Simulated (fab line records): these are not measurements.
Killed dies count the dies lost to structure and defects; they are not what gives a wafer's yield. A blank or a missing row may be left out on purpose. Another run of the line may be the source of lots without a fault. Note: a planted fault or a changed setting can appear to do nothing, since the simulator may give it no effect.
Problem report in the 8D (eight disciplines) form, filled by code ; flow sfq-line ; the parts of the form that need people (team, actions taken, sign-off) are left out

## 1. THE ISSUE
Mean of thk-nm at SFQ_TRILAYER_I0_METRO_MEASURE_029: 214.9 nm across 9 wafers in 3 lots; on wafers with no fault it is 200.2 nm (standard deviation 1.4). That puts it +11 standard deviations away from the usual mean.
Earliest sighting: wafer L925.3 on film-metro-04 at day 11 04:31. The record holds 45 wafers of 15 lots with a number at this step. The rule behind "out" and "out of limits": a value lying over 4 standard deviations away from the usual mean. The other wafers with a number count as sound.

## 2. WHAT IT IS, WHAT IT ISN'T
question;is;is not
which readings at this step;thk-nm;-
which lots;L925, L926, L928;L915, L916, L917, L918, L919, L920, L921, L922, L923, L924, L927, L938
which wafers of those lots;all that have a number;-
read on which tools;film-metro-01, film-metro-02, film-metro-04;-
when;from day 11 04:31;"up to then (30 sound wafers); but 6 sound wafers of L927, L938 came after"

## 3. THE SUSPECTS, EACH WITH WHAT RULES IT OUT
Counting: any tool at a process step up to the reading is kept as a suspect provided that every lot that is out went through it and no sound lot did after the first of them.
- cmp-01 at SFQ_TRILAYER_I0_CMP_CMP_028 (polishes SiO2): ruled out as a lasting fault. Sound lots L938 ran on it after its first lot that is out, L925 (day 10 17:38).
Left after counting: nothing in the record.

## 4. THE CAUSE (what the simulator had put in)
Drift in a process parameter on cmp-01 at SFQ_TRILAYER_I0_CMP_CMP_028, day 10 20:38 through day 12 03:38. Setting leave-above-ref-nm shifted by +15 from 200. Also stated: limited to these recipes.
The count ruled it out by mistake, since the rule takes a fault to strike every lot its tool runs from the start of the fault on, and this one did not do so.

## 5. THE EFFECT CHAIN, in route order
Each row: a reading where the mean over the struck wafers with a number is more than 3 standard deviations away from the usual. Only readings for which the record gives a usual standard deviation are gone through. hours: the time from each lot's start at the first step in this table that gives one to its start at this step, as a median over the lots. sigmas: the change in usual standard deviations.
hours;step;reading;usual;on struck wafers;change;sigmas
0;SFQ_TRILAYER_I0_METRO_MEASURE_029;thk-nm;200.2 nm;214.9;+14.7;+11
60;SFQ_TRILAYER_I0_VIA_ETCH_VIA_ETCH_034;oes-product-au;0.855 a.u.;0.890;+0.035;+6.7
The process steps in it:
- SFQ_TRILAYER_I0_METRO_MEASURE_029
- SFQ_TRILAYER_I0_VIA_ETCH_VIA_ETCH_034: etches SiO2 in CHF3, stops on Nb, target depth 260 nm.
At these later measuring or inspecting steps, every struck wafer for which the step has a row has a number for every such reading, and none has moved that far: SFQ_M6_OVL_MEAS_940, SFQ_I6_OVL_MEAS_942.

## 6. HOW IT WOULD HAVE BEEN CAUGHT EARLIER
In this record no reading fell out of limits until day 11 04:31, 8 hours after the fault had begun at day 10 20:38.
An alarm limit of 4 standard deviations would not have fired on the tool readings at SFQ_TRILAYER_I0_CMP_CMP_028 for which the record gives a usual standard deviation, since none of them was out on any struck wafer.
